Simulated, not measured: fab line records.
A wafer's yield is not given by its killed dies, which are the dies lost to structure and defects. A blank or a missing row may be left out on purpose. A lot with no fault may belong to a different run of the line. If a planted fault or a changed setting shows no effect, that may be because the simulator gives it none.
Which of the tools did it? / flow sfqLine / 41 wafers from 14 lots sampled at 4 of the route's 325 steps

== WHAT THE GAUGES SHOWED, per wafer ==
SFQ_M3_RS_MEAS_919: uses a four-point probe to measure.
lot=L982; measured=day 23 13:56; on=filmMetro-03; M3_NB_RS (ohm/sq)=0.889 0.901 0.903
lot=L983; measured=day 24 01:43; on=filmMetro-02; M3_NB_RS (ohm/sq)=0.884 0.877 0.880
lot=L984; measured=day 24 13:43; on=filmMetro-03; M3_NB_RS (ohm/sq)=0.871 0.875 0.869
lot=L986; measured=day 26 04:43; on=filmMetro-02; M3_NB_RS (ohm/sq)=0.901 0.908 0.901
lot=L988; measured=day 26 09:29; on=filmMetro-03; M3_NB_RS (ohm/sq)=0.873 0.874 0.880
lot=L989; measured=day 31 20:26; on=filmMetro-03; M3_NB_RS (ohm/sq)=0.889 0.896 0.894
lot=L994; measured=day 32 07:16; on=filmMetro-02; M3_NB_RS (ohm/sq)=1.136 0.900
lot=L995; measured=day 32 11:01; on=filmMetro-02; M3_NB_RS (ohm/sq)=0.899 0.902 0.904
lot=L997; measured=day 32 16:49; on=filmMetro-03; M3_NB_RS (ohm/sq)=0.885 1.128 0.884
lot=L999; measured=day 32 19:13; on=filmMetro-01; M3_NB_RS (ohm/sq)=0.879 0.887 0.871
lot=L100; measured=day 32 21:50; on=filmMetro-01; M3_NB_RS (ohm/sq)=0.896 0.901 0.901
lot=L102; measured=day 33 01:25; on=filmMetro-03; M3_NB_RS (ohm/sq)=0.905 0.895 0.895
lot=L104; measured=day 33 10:52; on=filmMetro-02; M3_NB_RS (ohm/sq)=0.920 0.904 0.916
lot=L105; measured=day 33 13:14; on=filmMetro-02; M3_NB_RS (ohm/sq)=0.902 0.900 0.906

== WHAT TOOL EACH LOT RAN ON (gives the tool, then ch and the chambers of the sampled wafers, and finally the start) ==
lot=L982; SFQ_TRILAYER_I0_VIA_BARC_OPEN_VIA_ETCH_046=rieDiel-01 ch 2,3, day 10 15:35; SFQ_TRILAYER_I0_VIA_STRIP_STRIP_035=rieMetal-02 ch 0,1, day 10 15:44; SFQ_TRILAYER_M3_DEP_SPUTTER_073=pvdSputter-06, day 23 13:50
lot=L983; SFQ_TRILAYER_I0_VIA_BARC_OPEN_VIA_ETCH_046=rieDiel-01 ch 0,1, day 11 02:23; SFQ_TRILAYER_I0_VIA_STRIP_STRIP_035=rieMetal-03 ch 0,1, day 11 02:32; SFQ_TRILAYER_M3_DEP_SPUTTER_073=pvdSputter-03, day 24 01:38
lot=L984; SFQ_TRILAYER_I0_VIA_BARC_OPEN_VIA_ETCH_046=rieDiel-02 ch 0,1,3, day 11 10:47; SFQ_TRILAYER_I0_VIA_STRIP_STRIP_035=rieMetal-04 ch 0,1, day 11 10:56; SFQ_TRILAYER_M3_DEP_SPUTTER_073=pvdSputter-03, day 24 13:38
lot=L986; SFQ_TRILAYER_I0_VIA_BARC_OPEN_VIA_ETCH_046=rieDiel-04 ch 2,3, day 12 01:11; SFQ_TRILAYER_I0_VIA_STRIP_STRIP_035=rieMetal-03 ch 0,1, day 12 01:20; SFQ_TRILAYER_M3_DEP_SPUTTER_073=pvdSputter-04, day 26 04:36
lot=L988; SFQ_TRILAYER_I0_VIA_BARC_OPEN_VIA_ETCH_046=rieDiel-01 ch 1,2,3, day 12 08:23; SFQ_TRILAYER_I0_VIA_STRIP_STRIP_035=rieMetal-03 ch 0,1, day 12 08:32; SFQ_TRILAYER_M3_DEP_SPUTTER_073=pvdSputter-06, day 26 09:23
lot=L989; SFQ_TRILAYER_I0_VIA_BARC_OPEN_VIA_ETCH_046=rieDiel-04 ch 0,1, day 12 14:23; SFQ_TRILAYER_I0_VIA_STRIP_STRIP_035=rieMetal-04 ch 0,1, day 12 14:32; SFQ_TRILAYER_M3_DEP_SPUTTER_073=pvdSputter-06, day 31 20:20
lot=L994; SFQ_TRILAYER_I0_VIA_BARC_OPEN_VIA_ETCH_046=rieDiel-04 ch 0,2, day 13 20:23; SFQ_TRILAYER_I0_VIA_STRIP_STRIP_035=rieMetal-04 ch 0,1, day 13 20:44; SFQ_TRILAYER_M3_DEP_SPUTTER_073=pvdSputter-06, day 32 07:08
lot=L995; SFQ_TRILAYER_I0_VIA_BARC_OPEN_VIA_ETCH_046=rieDiel-01 ch 0,2,3, day 13 23:59; SFQ_TRILAYER_I0_VIA_STRIP_STRIP_035=rieMetal-03 ch 0,1, day 14 00:08; SFQ_TRILAYER_M3_DEP_SPUTTER_073=pvdSputter-04, day 32 10:56
lot=L997; SFQ_TRILAYER_I0_VIA_BARC_OPEN_VIA_ETCH_046=rieDiel-04 ch 0,2, day 14 13:17; SFQ_TRILAYER_I0_VIA_STRIP_STRIP_035=rieMetal-04 ch 0,1, day 14 13:26; SFQ_TRILAYER_M3_DEP_SPUTTER_073=pvdSputter-06, day 32 16:44
lot=L999; SFQ_TRILAYER_I0_VIA_BARC_OPEN_VIA_ETCH_046=rieDiel-01 ch 0,1,2, day 15 06:50; SFQ_TRILAYER_I0_VIA_STRIP_STRIP_035=rieMetal-03 ch 0,1, day 15 06:59; SFQ_TRILAYER_M3_DEP_SPUTTER_073=pvdSputter-03, day 32 19:08
lot=L100; SFQ_TRILAYER_I0_VIA_BARC_OPEN_VIA_ETCH_046=rieDiel-02 ch 1,2, day 15 18:38; SFQ_TRILAYER_I0_VIA_STRIP_STRIP_035=rieMetal-04 ch 0,1, day 15 18:47; SFQ_TRILAYER_M3_DEP_SPUTTER_073=pvdSputter-04, day 32 21:44
lot=L102; SFQ_TRILAYER_I0_VIA_BARC_OPEN_VIA_ETCH_046=rieDiel-01 ch 2,3, day 16 10:14; SFQ_TRILAYER_I0_VIA_STRIP_STRIP_035=rieMetal-03 ch 0,1, day 16 10:23; SFQ_TRILAYER_M3_DEP_SPUTTER_073=pvdSputter-04, day 33 01:20
lot=L104; SFQ_TRILAYER_I0_VIA_BARC_OPEN_VIA_ETCH_046=rieDiel-02 ch 2,3, day 16 22:14; SFQ_TRILAYER_I0_VIA_STRIP_STRIP_035=rieMetal-02 ch 0,1, day 16 22:35; SFQ_TRILAYER_M3_DEP_SPUTTER_073=pvdSputter-04, day 33 10:44
lot=L105; SFQ_TRILAYER_I0_VIA_BARC_OPEN_VIA_ETCH_046=rieDiel-04 ch 0,2,3, day 17 00:38; SFQ_TRILAYER_I0_VIA_STRIP_STRIP_035=rieMetal-02 ch 0,1, day 17 00:47; SFQ_TRILAYER_M3_DEP_SPUTTER_073=pvdSputter-03, day 33 13:09
- SFQ_TRILAYER_I0_VIA_BARC_OPEN_VIA_ETCH_046: etches BARC in O2, target depth 125 nm, time 41.7 s.
- SFQ_TRILAYER_I0_VIA_STRIP_STRIP_035: strips in O2.
- SFQ_TRILAYER_M3_DEP_SPUTTER_073: material Nb, target thk 200 nm, time 133.3 s.

== AS READ BY THE TOOLS THEMSELVES (means over the sampled wafers that have a number; for cases with no such wafer, the mark the record gives instead) ==
SFQ_TRILAYER_I0_VIA_BARC_OPEN_VIA_ETCH_046.
lot=L982; tool=rieDiel-01; drypumpMotorCurrentA (A)=5.9; oesProductAu (a.u.)=0.685
lot=L983; tool=rieDiel-01; drypumpMotorCurrentA (A)=5.3; oesProductAu (a.u.)=0.681
lot=L984; tool=rieDiel-02; drypumpMotorCurrentA (A)=5.6; oesProductAu (a.u.)=0.684
lot=L986; tool=rieDiel-04; drypumpMotorCurrentA (A)=6.2; oesProductAu (a.u.)=0.688
lot=L988; tool=rieDiel-01; drypumpMotorCurrentA (A)=5.6; oesProductAu (a.u.)=0.681
lot=L989; tool=rieDiel-04; drypumpMotorCurrentA (A)=6.0; oesProductAu (a.u.)=0.689
lot=L994; tool=rieDiel-04; drypumpMotorCurrentA (A)=6.4; oesProductAu (a.u.)=0.683
lot=L995; tool=rieDiel-01; drypumpMotorCurrentA (A)=5.8; oesProductAu (a.u.)=0.685
lot=L997; tool=rieDiel-04; drypumpMotorCurrentA (A)=6.4; oesProductAu (a.u.)=0.685
lot=L999; tool=rieDiel-01; drypumpMotorCurrentA (A)=5.5; oesProductAu (a.u.)=0.684
lot=L100; tool=rieDiel-02; drypumpMotorCurrentA (A)=5.8; oesProductAu (a.u.)=0.683
lot=L102; tool=rieDiel-01; drypumpMotorCurrentA (A)=5.9; oesProductAu (a.u.)=0.686
lot=L104; tool=rieDiel-02; drypumpMotorCurrentA (A)=5.9; oesProductAu (a.u.)=0.684
lot=L105; tool=rieDiel-04; drypumpMotorCurrentA (A)=6.4; oesProductAu (a.u.)=0.682

SFQ_TRILAYER_I0_VIA_STRIP_STRIP_035.
lot=L982; tool=rieMetal-02; drypumpMotorCurrentA (A)=5.6; oesProductAu (a.u.)=0.989
lot=L983; tool=rieMetal-03; drypumpMotorCurrentA (A)=5.5; oesProductAu (a.u.)=1.010
lot=L984; tool=rieMetal-04; drypumpMotorCurrentA (A)=5.3; oesProductAu (a.u.)=0.997
lot=L986; tool=rieMetal-03; drypumpMotorCurrentA (A)=5.5; oesProductAu (a.u.)=1.002
lot=L988; tool=rieMetal-03; drypumpMotorCurrentA (A)=5.5; oesProductAu (a.u.)=1.001
lot=L989; tool=rieMetal-04; drypumpMotorCurrentA (A)=5.1; oesProductAu (a.u.)=0.995
lot=L994; tool=rieMetal-04; drypumpMotorCurrentA (A)=5.2; oesProductAu (a.u.)=1.002
lot=L995; tool=rieMetal-03; drypumpMotorCurrentA (A)=6.0; oesProductAu (a.u.)=0.995
lot=L997; tool=rieMetal-04; drypumpMotorCurrentA (A)=5.1; oesProductAu (a.u.)=0.998
lot=L999; tool=rieMetal-03; drypumpMotorCurrentA (A)=6.0; oesProductAu (a.u.)=1.003
lot=L100; tool=rieMetal-04; drypumpMotorCurrentA (A)=5.3; oesProductAu (a.u.)=0.992
lot=L102; tool=rieMetal-03; drypumpMotorCurrentA (A)=5.5; oesProductAu (a.u.)=0.992
lot=L104; tool=rieMetal-02; drypumpMotorCurrentA (A)=5.6; oesProductAu (a.u.)=0.991
lot=L105; tool=rieMetal-02; drypumpMotorCurrentA (A)=5.6; oesProductAu (a.u.)=0.987

SFQ_TRILAYER_M3_DEP_SPUTTER_073.
lot=L982; tool=pvdSputter-06; throttleValvePct (%)=29.8
lot=L983; tool=pvdSputter-03; throttleValvePct (%)=29.4
lot=L984; tool=pvdSputter-03; throttleValvePct (%)=29.4
lot=L986; tool=pvdSputter-04; throttleValvePct (%)=29.1
lot=L988; tool=pvdSputter-06; throttleValvePct (%)=30.4
lot=L989; tool=pvdSputter-06; throttleValvePct (%)=29.8
lot=L994; tool=pvdSputter-06; throttleValvePct (%)=29.9
lot=L995; tool=pvdSputter-04; throttleValvePct (%)=29.1
lot=L997; tool=pvdSputter-06; throttleValvePct (%)=30.7
lot=L999; tool=pvdSputter-03; throttleValvePct (%)=28.1
lot=L100; tool=pvdSputter-04; throttleValvePct (%)=29.2
lot=L102; tool=pvdSputter-04; throttleValvePct (%)=29.9
lot=L104; tool=pvdSputter-04; throttleValvePct (%)=29.6
lot=L105; tool=pvdSputter-03; throttleValvePct (%)=29.7

== THE ANSWER, worked out from the rows above alone ==
Rule: usual is defined by the lots themselves. Put in order of their means at a reading, lots are off if they are a third of the lots or fewer, leave a main group of 4 or more, and stand apart from it by a gap of 3 or more times the standard deviation of the main group's means; of several such gaps the widest counts. A main group is skipped when, at the precision printed for the reading in the tables above, its means are all equal. A lot without any number at a reading at which 4 lots or more have one is off too. The other lots that the step has rows for count as sound. Order of review: gauges by route order, followed by the tools' own readings, for which a lot's mean as printed above is used. At the first step where some lot is off, the reading lying furthest off is the one used; lots without a number count as furthest.
Off: L994, L997, seen at SFQ_M3_RS_MEAS_919 (M3_NB_RS). The main group has a mean of 0.893 ohm/sq with a standard deviation of 0.013.
A tool fits if, at a process step before that reading, it ran every lot that is off, and no sound lot after the first of them. Those tools and the gauges at SFQ_M3_RS_MEAS_919 are tried in the same way. One fits: pvdSputter-06 at SFQ_TRILAYER_M3_DEP_SPUTTER_073. Its last sound lot is L989 (day 31 20:20), its first lot that is off L994 (day 32 07:08): a fault that began between those two fits.

== WHAT THE SIMULATOR PUT IN ==
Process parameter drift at SFQ_TRILAYER_M3_DEP_SPUTTER_073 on pvdSputter-06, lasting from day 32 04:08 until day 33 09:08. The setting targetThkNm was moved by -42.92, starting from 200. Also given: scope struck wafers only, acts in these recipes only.
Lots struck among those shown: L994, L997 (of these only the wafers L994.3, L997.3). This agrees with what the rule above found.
